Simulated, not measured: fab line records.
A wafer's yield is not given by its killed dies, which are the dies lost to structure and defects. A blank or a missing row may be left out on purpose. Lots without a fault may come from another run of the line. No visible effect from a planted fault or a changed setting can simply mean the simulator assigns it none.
A lot that was struck, set against a sound lot | flow gf180mcu | 6 steps out of a route of 602
Sound: the wafers L844.3, L844.4, L844.6. The struck wafers were L848.3, L848.4, L848.6. The cause is given at the end.
Order at every step that has rows: each side's tool, ch and its chambers, its first start. Under that, the readings that differ: sound wafers | struck wafers | difference of the means | sigmas: that difference in standard deviations of wafers without a fault.
alike: readings whose means differ by less than 2 such deviations, and words and numbers that are the same on both sides. not compared: withheld readings, readings that some wafer has no value for, bounds like >300 that may hide the same value, and numbers for which the record gives no deviation and whose values overlap.
Wherever a step has rows on one side only, a row that says differs or no value, or a row with sigmas, the two part there. When numbers do not overlap yet have no deviation, they are printed without sigmas and do not part them. A reading missing from all wafers of one side parts the sides only when that side holds two or more wafers.

GF_STI_BOW_MEAS_00:
  sound on film-metro-02, day 4 08:02; struck on film-metro-03, day 5 04:02
  alike: INCOMING_BOW
then, 1 step without rows for these wafers: GF_STI_OXIDATION_01 (stabilise 600 s, purge 300 s, target thk 10 nm).
GF_STI_THK_MEAS_02:
  sound on film-metro-03, day 4 09:32; struck on film-metro-02, day 5 05:32
  alike: STI_OXIDATION_THK
GF_STI_CVD_03: deposits Si3N4 from DCS/NH3, target thk 207.16 nm, time 3551 s.
  sound on lpcvd-02 ch 1, day 4 09:34; struck on lpcvd-02 ch 1, day 5 06:34
  reading                               | sound             | struck            | difference | sigmas
  model.Si3N4_of_STI_CVD_03.thk-nm (nm) | 206.5 209.9 209.7 | 123.3 123.2 121.7 | -86.0      |
GF_STI_THK_MEAS_04:
  sound on film-metro-03, day 4 11:35; struck on film-metro-02, day 5 08:52
  reading             | sound             | struck            | difference | sigmas
  STI_CVD_03_THK (nm) | 206.6 209.8 209.6 | 123.3 123.3 121.8 | -85.9      | -48
  not compared: hold
GF_PASSIVATION_PROBE_99:
  rows exist in the record for the sound wafers here (prober-01, day 32 21:26), none for the struck ones

== WHERE THEY PART ==
Last at GF_PASSIVATION_PROBE_99 as far as this record goes, first at GF_STI_THK_MEAS_04.

WHY: what the simulator had put in
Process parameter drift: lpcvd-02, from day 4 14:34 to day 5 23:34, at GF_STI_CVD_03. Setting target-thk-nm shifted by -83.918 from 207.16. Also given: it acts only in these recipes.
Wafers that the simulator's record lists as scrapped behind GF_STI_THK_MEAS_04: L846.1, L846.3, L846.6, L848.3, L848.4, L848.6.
